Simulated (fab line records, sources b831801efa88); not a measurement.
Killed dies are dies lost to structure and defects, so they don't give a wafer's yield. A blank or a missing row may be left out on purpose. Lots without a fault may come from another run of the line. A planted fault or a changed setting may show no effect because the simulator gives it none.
fab line records | flow sky130
record lots=7 wafers=20 last_day=49
route steps=708 shown VIA1@467 PAD_OPEN@708
lots that met no fault: from a run of the same line without faults
start_h: hours from the record's first day to the start of the lot's first wafer shown | wait_h: hours since the lot's step before | " the same as in the row above | L1.1+2: a row that stands for several wafers | - no value, or no start given | * or withheld: withheld | < > ~ a bound
route shown NAME@n: a module of which the file shows steps, and the number in the route of the first | usual: mean/standard deviation of fault-free wafers | same: alike in all rows | chamber/n: place in a boat | sites: the reading at each site | _std_site: their standard deviation | _edge_site: outer sites' mean less inner sites' | radius_mm: how far each site lies from the wafer's centre | mask NAME#n: copy n | behind: the tool/chamber that last shaped the wafer | hold: why the lot was held/for how many hours/how that ended | device: the transistor (n, p or np) that didn't switch | end of line: the same wafers' tests at the end of the route | a step without rows: its recipe alone | killed: dies lost to structure and defects at the first sort, not the wafer's yield | map: a wafer's dies, x killed, . not, _ none there
set.NAME: the setting as run; set.NAME@STEP: as run at that earlier step | model.NAME: the simulator's own value behind a step, which no gauge read
lots at some steps of the route; a table a step, a row a wafer
services: from which hour (start_h, from the record's first day; less than 0 if before it) a tool's chamber was out of use, for how many hours, and why
## steps
# step SKY_VIA1_EXPOSE_09
# recipe mask_id=VIM na=0.8 source_shape=annular sigma_inner=0.55 sigma_outer=0.85 target_cd_nm=150 dose_mj=38
# step SKY_VIA1_PEB_10
# recipe peb_temp_c=withheld peb_time_s=withheld resist=KrF-thick
# step SKY_VIA1_DEVELOP_11
# recipe develop_time_s=60 resist=KrF-thick dev_temp_c=21
# step SKY_VIA1_CD_MEAS_12
# recipe target_cd_nm=150
# usual cd_nm=150.0/1.7
# columns lot.wafer tool chamber start_h wait_h cd_nm
L250.2 cd_sem-01 - 806.82 - 148.5
L250.4 " - " " 148.4
L250.5 " - " " 148.6
L251.2 cd_sem-01 - 817.72 - 151.5
L251.3 " - " " 151.7
L251.5 " - " " 152.8
L254.3 cd_sem-02 - 835.91 - 151.8
L254.5 " - " " 151.0
L258.3 cd_sem-02 - 868.01 - 150.9
L258.4 " - " " 150.0
L258.5 " - " " 151.5
L262.2 cd_sem-02 - 901.14 - 148.0
L262.5 " - " " 149.0
L262.6 " - " " 146.6
L263.2 cd_sem-01 - 902.44 - 149.4
L263.3 " - " " 148.2
L263.4 " - " " 149.3
L267.2 cd_sem-01 - 944.32 - 151.8
L267.4 " - " " 150.3
L267.6 " - " " 150.4
# step SKY_VIA1_OVL_MEAS_13
# usual VIA1_OVL=1/4.5
# columns lot.wafer tool chamber start_h wait_h VIA1_OVL[nm]
L250.2 overlay-01 - 806.93 0.1 2
L250.4 " - " " 2
L250.5 " - " " 1
L251.2 overlay-02 - 817.83 0.1 0
L251.3 " - " " -3
L251.5 " - " " -1
L254.3 overlay-02 - 836.00 0.1 -3
L254.5 " - " " 3
L258.3 overlay-02 - 868.10 0.1 -2
L258.4 " - " " 0
L258.5 " - " " -1
L262.2 overlay-01 - 901.25 0.1 -5
L262.5 " - " " -2
L262.6 " - " " -6
L263.2 overlay-02 - 902.55 0.1 -3
L263.3 " - " " 6
L263.4 " - " " 1
L267.2 overlay-02 - 944.43 0.1 -1
L267.4 " - " " 1
L267.6 " - " " 0
# step SKY_VIA1_ETCH_14
# recipe chemistry=N2/H2 target=BARC ion_energy_ev=200 source_w=500 bias_w=100 pressure_mtorr=30 n2_flow_sccm=100 h2_flow_sccm=200 stop_on=SiO2 time_s=45.9 target_depth_a=600
# usual drypump_motor_current_A=5.8/0.32 oes_product_au=0.854/0.0047 rf_fwd_power_W=495.2/2 throttle_valve_pct=13.225/0.0084
# columns lot.wafer tool chamber start_h wait_h drypump_motor_current_A oes_product_au rf_fwd_power_W rf_hours_counter_h throttle_valve_pct
L250.2 rie_diel-02 3 806.96 0.0 6.0 0.855 493.1 11 13.220
L250.4 " 2 " " 6.3 0.854 497.3 3 13.220
L250.5 " 0 " " 5.3 0.850 497.9 - 13.230
L251.2 rie_diel-01 2 817.86 0.0 5.9 0.855 491.9 14 13.221
L251.3 " 1 " " 6.0 0.851 493.6 4 13.220
L251.5 " 3 " " 5.6 0.851 494.9 - 13.244
L254.3 rie_diel-01 3 836.03 0.0 5.7 0.857 493.9 23 13.224
L254.5 " 1 " " 6.0 0.856 493.5 - 13.204
L258.3 rie_diel-01 2 868.13 0.0 5.9 0.853 493.2 15 13.221
L258.4 " 1 " " 6.0 0.853 494.5 5 13.218
L258.5 " 3 " " 5.6 0.857 495.3 - 13.210
L262.2 rie_diel-01 1 901.28 0.0 6.0 0.851 492.5 6 13.225
L262.5 " 1 " " 6.0 0.855 494.6 - 13.232
L262.6 " 0 " " 6.0 0.858 497.3 - 13.235
L263.2 rie_diel-02 3 902.58 0.0 6.0 0.851 493.7 14 13.231
L263.3 " 0 " " 5.3 0.851 496.0 18 13.220
L263.4 " 1 " " 5.5 0.853 493.7 5 13.219
L267.2 rie_diel-01 0 944.46 0.0 6.0 0.860 497.4 7 13.223
L267.4 " 2 " " 5.9 0.863 492.1 18 13.209
L267.6 " 0 " " 6.0 0.846 496.6 - 13.220
# step SKY_VIA1_ETCH_15
# recipe target=SiO2 chemistry=C4F8/O2/Ar target_depth_nm=351 stop_on=TiN mask_material=KrF-thick source_w=1500 bias_w=1200 pressure_mtorr=40 c4f8_flow_sccm=withheld O2_flow_sccm=6 Ar_flow_sccm=300 time_s=54
# usual oes_product_au=0.982/0.0055 rf_fwd_power_W=1487/5.9
# columns lot.wafer tool chamber start_h wait_h oes_product_au rf_fwd_power_W rf_hours_counter_h
L250.2 rie_diel-02 3 807.00 0.0 0.982 1487 11
L250.4 " 2 " " 0.992 1490 3
L250.5 " 0 " " 0.980 1498 -
L251.2 rie_diel-01 2 817.90 0.0 0.986 1477 14
L251.3 " 1 " " 0.986 1486 4
L251.5 " 3 " " 0.974 1486 -
L254.3 rie_diel-01 3 836.07 0.0 0.978 1482 23
L254.5 " 1 " " 0.983 1481 -
L258.3 rie_diel-01 2 868.17 0.0 0.982 1478 15
L258.4 " 1 " " 0.989 1486 5
L258.5 " 3 " " 0.982 1483 -
L262.2 rie_diel-01 1 901.32 0.0 0.988 1484 6
L262.5 " 1 " " 0.977 1479 -
L262.6 " 0 " " 0.987 1490 -
L263.2 rie_diel-02 3 902.62 0.0 0.983 1491 14
L263.3 " 0 " " 0.986 1484 18
L263.4 " 1 " " 0.991 1485 5
L267.2 rie_diel-01 0 944.50 0.0 0.990 1492 7
L267.4 " 2 " " 0.984 1486 18
L267.6 " 0 " " 0.980 1492 -
# step SKY_VIA1_STRIP_16
# recipe chemistry=O2/N2 power_w=1400 pressure_mtorr=1500 platen_temp_c=withheld o2_flow_sccm=3000 n2_flow_sccm=300 overash_fraction=0.5
# usual drypump_motor_current_A=5.7/0.52 o2_flow_sccm=3001/8.2 oes_product_au=0.416/0.005 strip_time_to_endpoint_s=4.445/0.019
# columns lot.wafer tool chamber start_h wait_h drypump_motor_current_A o2_flow_sccm oes_product_au rf_hours_counter_h strip_time_to_endpoint_s
L250.2 plasma_asher-02 0 807.04 0.0 6.1 3009 0.409 93 4.438
L250.4 " 1 " " 5.5 2995 0.418 - 4.460
L250.5 " 1 " " 5.5 3003 0.407 - 4.471
L251.2 plasma_asher-02 1 817.94 0.0 5.4 3001 0.416 94 4.463
L251.3 " 0 " " 6.1 2989 0.422 - 4.438
L251.5 " 0 " " 6.1 2995 0.423 - 4.469
L254.3 plasma_asher-02 1 836.15 0.1 5.4 2994 0.409 - 4.419
L254.5 " 1 " " 5.5 2993 0.420 - 4.408
L258.3 plasma_asher-02 0 868.25 0.1 6.1 3008 0.419 - 4.442
L258.4 " 1 " " 5.5 2998 0.413 - 4.446
L258.5 " 1 " " 5.5 3001 0.417 - 4.416
L262.2 plasma_asher-04 0 901.36 0.0 6.2 3000 0.409 47 4.414
L262.5 " 0 " " 6.1 3010 0.417 - 4.441
L262.6 " 1 " " 5.2 3004 0.409 - 4.445
L263.2 plasma_asher-02 0 902.66 0.0 6.1 2991 0.421 103 4.456
L263.3 " 0 " " 6.1 2999 0.412 - 4.461
L263.4 " 1 " " 5.4 2995 0.417 - 4.435
L267.2 plasma_asher-01 1 944.55 0.0 5.0 3005 0.417 20 4.456
L267.4 " 1 " " 5.0 2993 0.424 - 4.448
L267.6 " 1 " " 5.0 3002 0.420 - 4.450
# step SKY_VIA1_STRIP_17
# recipe chemistry=post_etch_residue_remover time_s=1200 temp_c=72.5
# step SKY_VIA1_CLEAN_18
# recipe chemistry=IPA time_s=180 temp_c=25
# step SKY_VIA1_CLEAN_19
# recipe chemistry=O3/DIW dry=n2_spin
# step SKY_VIA1_SPUTTER_20
# recipe material=TiN target_thk_nm=20 chamber_pressure_pa=5 power_w=4000 time_s=80
# usual throttle_valve_pct=29.5/1.4
# columns lot.wafer tool chamber start_h wait_h throttle_valve_pct
L250.2 pvd_sputter-02 - 807.67 0.0 26.5
L250.4 " - " " 30.1
L250.5 " - " " 26.6
L251.2 pvd_sputter-03 - 818.54 0.0 31.8
L251.3 " - " " 30.1
L251.5 " - " " 31.5
L254.3 pvd_sputter-01 - 836.71 0.0 29.1
L254.5 " - " " 32.0
L258.3 pvd_sputter-01 - 868.81 0.0 28.7
L258.4 " - " " 29.3
L258.5 " - " " 28.8
L262.2 pvd_sputter-01 - 901.97 0.0 32.2
L262.5 " - " " 32.3
L262.6 " - " " 28.6
L263.2 pvd_sputter-03 - 903.27 0.0 29.1
L263.3 " - " " 28.8
L263.4 " - " " 30.0
L267.2 pvd_sputter-02 - 945.15 0.0 26.4
L267.4 " - " " 30.8
L267.6 " - " " 30.4
# step SKY_VIA1_CVD_21
# recipe material=W target_thk_nm=270 time_s=80.902 temp_c=400 pressure_torr=40
# usual heater_power_w=954/100
# columns lot.wafer tool chamber start_h wait_h heater_power_w model.W_of_VIA1_CVD_21.thk_nm
L250.2 cvd_w-02 0 807.73 0.0 1096 270.9
L250.4 " 1 " " 877 254.4
L250.5 " 0 " " 1038 269.8
L251.2 cvd_w-02 1 818.60 0.0 856 271.2
L251.3 " 0 " " 1048 249.2
L251.5 " 1 " " 839 270.5
L254.3 cvd_w-02 0 836.80 0.1 1035 252.6
L254.5 " 0 " " 1077 271.4
L258.3 cvd_w-01 0 868.91 0.1 1082 268.1
L258.4 " 1 " " 892 266.3
L258.5 " 0 " " 1062 268.8
L262.2 cvd_w-02 1 902.03 0.0 868 269.4
L262.5 " 0 " " 1056 267.9
L262.6 " 1 " " 823 269
L263.2 cvd_w-01 0 903.34 0.0 1058 274.7
L263.3 " 1 " " 899 269.6
L263.4 " 0 " " 1091 270.2
L267.2 cvd_w-01 0 945.21 0.0 1090 273.8
L267.4 " 0 " " 1075 272.9
L267.6 " 1 " " 868 272.4
# step SKY_VIA1_RS_MEAS_22
# recipe thk_meas_gauge=four-point-probe reads=W_of_VIA1_CVD_21+TiN_of_VIA1_SPUTTER_20
# usual VIA1_W_RS=0.427/0.0035
# columns lot.wafer tool chamber start_h wait_h VIA1_W_RS[ohm/sq]
L250.2 film_metro-03 - 807.84 0.1 0.427
L250.4 " - " " 0.454
L250.5 " - " " 0.426
L251.2 film_metro-02 - 818.71 0.1 0.425
L251.3 " - " " 0.464
L251.5 " - " " 0.426
L254.3 film_metro-04 - 836.90 0.1 0.456
L254.5 " - " " 0.424
L258.3 film_metro-03 - 869.01 0.1 0.431
L258.4 " - " " 0.433
L258.5 " - " " 0.429
L262.2 film_metro-04 - 902.14 0.1 0.428
L262.5 " - " " 0.429
L262.6 " - " " 0.428
L263.2 film_metro-03 - 903.45 0.1 0.419
L263.3 " - " " 0.428
L263.4 " - " " 0.427
L267.2 film_metro-02 - 945.32 0.1 0.421
L267.4 " - " " 0.422
L267.6 " - " " 0.423
# step SKY_VIA1_THK_MEAS_23
# recipe thk_meas_gauge=xrf reads=W_of_VIA1_CVD_21
# usual VIA1_W_THK=257/3.5
# columns lot.wafer tool chamber start_h wait_h VIA1_W_THK[nm]
L250.2 film_metro-03 - 807.95 0.1 260
L250.4 " - " " 246
L250.5 " - " " 260
L251.2 film_metro-02 - 818.82 0.1 258
L251.3 " - " " 240
L251.5 " - " " 258
L254.3 film_metro-04 - 837.00 0.1 240
L254.5 " - " " 256
L258.3 film_metro-03 - 869.11 0.1 260
L258.4 " - " " 258
L258.5 " - " " 261
L262.2 film_metro-04 - 902.25 0.1 254
L262.5 " - " " 253
L262.6 " - " " 255
L263.2 film_metro-03 - 903.56 0.1 265
L263.3 " - " " 259
L263.4 " - " " 259
L267.2 film_metro-02 - 945.43 0.1 263
L267.4 " - " " 261
L267.6 " - " " 259
# step SKY_VIA1_CMP_24
# recipe stop_on=SiO2 t_overpolish_s=15 down_force_psi=3.5 platen_rpm=60 target_thk_nm=0 pad_velocity_m_s=0.94248
# usual edge_zone_pressure_frac=1.000/0.005 motor_current_A=10.8/1
# columns lot.wafer tool chamber start_h wait_h edge_zone_pressure_frac motor_current_A
L250.4 cmp-02 2 808.00 0.0 0.997 12.9
L250.2 " 0 " " 0.997 11.1
L250.5 " 3 " " 1.000 9.9
L251.2 cmp-02 2 818.97 0.1 1.004 12.0
L251.3 " 3 " " 1.004 9.3
L251.5 " 0 " " 1.003 11.1
L254.3 cmp-01 2 837.04 0.0 1.000 11.3
L254.5 " 3 " " 0.995 10.5
L258.4 cmp-02 1 869.20 0.1 0.995 11.8
L258.3 " 2 " " 0.996 12.2
L258.5 " 0 " " 0.996 11.4
L262.2 cmp-02 0 902.45 0.2 0.997 11.8
L262.5 " 1 " " 1.002 11.7
L262.6 " 2 " " 1.005 12.5
L263.3 cmp-02 1 903.66 0.1 1.001 11.4
L263.4 " 2 " " 1.000 12.2
L263.2 " 3 " " 1.002 10.3
L267.2 cmp-02 0 945.58 0.1 1.001 11.5
L267.4 " 1 " " 0.994 11.5
L267.6 " 2 " " 1.000 12.6
# step SKY_PAD_OPEN_PROBE_99
# usual defect_limited_yield=82.5/1.9 killed_at_M0_to_M3=42/7.4 killed_at_M4_up=3.4/1.8 killed_at_contacts=25/5.4 killed_at_front_end=15/4.4 killed_at_other=0.2/0.52 killed_dies=86/9.3 killed_open=47/7.6 killed_short=39/6.5 sort_bin_3_pad_short=0.9/0.46 sort_bin_5_function=10.3/1.5 sort_bin_6_memory=6.3/1.2 sort_n_pass=406/9.3 sort_yield_pct=82.5/1.9
# same gross_dies=492 killed_at_back_side=0 sort_bin_4_leakage[%]=0 sort_bin_8_speed[%]=0
# columns lot.wafer tool chamber start_h wait_h defect_limited_yield[%] killed_at_M0_to_M3 killed_at_M4_up killed_at_contacts killed_at_front_end killed_at_other killed_dies killed_open killed_short sort_bin_3_pad_short[%] sort_bin_5_function[%] sort_bin_6_memory[%] sort_n_pass sort_yield_pct[%]
L254.3 prober-02 - 1113.72 0.2 83.7 43 2 15 20 0 80 46 34 1.2 8.7 6.3 412 83.7
L258.3 prober-02 - 1138.31 0.2 79.5 61 5 19 16 0 101 61 40 1.0 11.2 8.3 391 79.5
L258.4 prober-02 - 1138.36 0.2 81.3 38 10 24 20 0 92 59 33 1.4 10.0 7.3 400 81.3
L258.5 prober-02 - 1138.41 0.2 78.5 60 5 24 17 0 106 59 47 1.0 12.6 7.9 386 78.5
# killed by level:class
L254.3 VIA1:geometric_particle:open=11 VIA2:geometric_particle:open=9 FIELD_ISO:geometric_particle:short=8 FIELD_ISO:geometric_particle:open=6 CONTACT:geometric_particle:open=6 LI_CONTACT:geometric_particle:open=5 VIA1:geometric_particle:short=5 VIA3:geometric_particle:open=5
L258.3 VIA1:geometric_particle:open=16 VIA3:geometric_particle:open=11 VIA2:geometric_particle:open=10 VIA1:geometric_particle:short=6 METAL2:geometric_particle:short=6 LI_CONTACT:geometric_particle:open=5 METAL4:geometric_particle:short=5 POLY_GATE:geometric_particle:open=4
L258.4 CONTACT:geometric_particle:open=11 VIA2:geometric_particle:open=11 VIA1:geometric_particle:open=8 POLY_GATE:geometric_particle:open=7 METAL1:geometric_particle:short=7 LI_CONTACT:geometric_particle:open=6 METAL4:geometric_particle:short=6 VIA3:geometric_particle:open=4
L258.5 VIA2:geometric_particle:open=14 CONTACT:geometric_particle:open=10 LI_CONTACT:geometric_particle:open=9 VIA1:geometric_particle:open=9 VIA3:geometric_particle:open=9 VIA1:geometric_particle:short=7 METAL1:geometric_particle:short=6 FIELD_ISO:geometric_particle:short=5
## services
# columns tool chamber start_h hours kind
cvd_w-01 - 787.56 28.1 pm
plasma_asher-04 - 820.15 5.8 repair
rie_diel-01 1 827.46 6.3 repair
rie_diel-01 2 829.35 10.1 repair
cmp-02 - 862.13 5.2 pm
cvd_w-02 - 863.30 6.9 pm
cvd_w-01 0 866.13 1.4 repair
cvd_w-01 0 870.71 8.8 repair
cvd_w-02 - 871.19 2.2 repair
cvd_w-02 - 874.64 0.3 repair
pvd_sputter-03 - 875.89 0.6 repair
plasma_asher-01 - 888.50 3.1 repair
rie_diel-02 1 893.04 2.9 repair
cmp-01 - 901.02 5.0 repair
cvd_w-02 - 904.00 14.0 pm
cvd_w-02 0 904.00 14.0 vent_cycle
cvd_w-02 1 904.00 14.0 vent_cycle
rie_diel-01 1 905.60 3.3 repair
plasma_asher-01 - 922.68 2.8 pm
cmp-02 - 928.71 4.0 pm
cmp-02 - 932.71 - consumable_replace:conditioner
cmp-02 - 932.71 - consumable_replace:pad
rie_diel-02 3 939.96 7.9 repair
pvd_sputter-03 - 943.49 2.7 repair
## key
first_sign step=SKY_VIA1_RS_MEAS_22 reading=VIA1_W_RS direction=up sigmas=8.6 usual=0.427 struck=0.458
effect step=SKY_VIA1_THK_MEAS_23 reading=VIA1_W_THK direction=down sigmas=4.5 usual=257 struck=242
model_effect step=SKY_VIA1_CVD_21 value=W_of_VIA1_CVD_21.thk_nm without=270.3 struck=252.1
met_at SKY_VIA1_CVD_21
struck_wafers L250.4,L251.3,L254.3
fault kind=process_parameter_drift tool=cvd_w-02 chamber=- onset_h=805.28 steps=SKY_VIA1_CVD_21 channel=target_thk_nm offset=-18.244 shape=step end_h=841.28 scope=struck_wafers_only acts_in=these_recipes_only stated=270
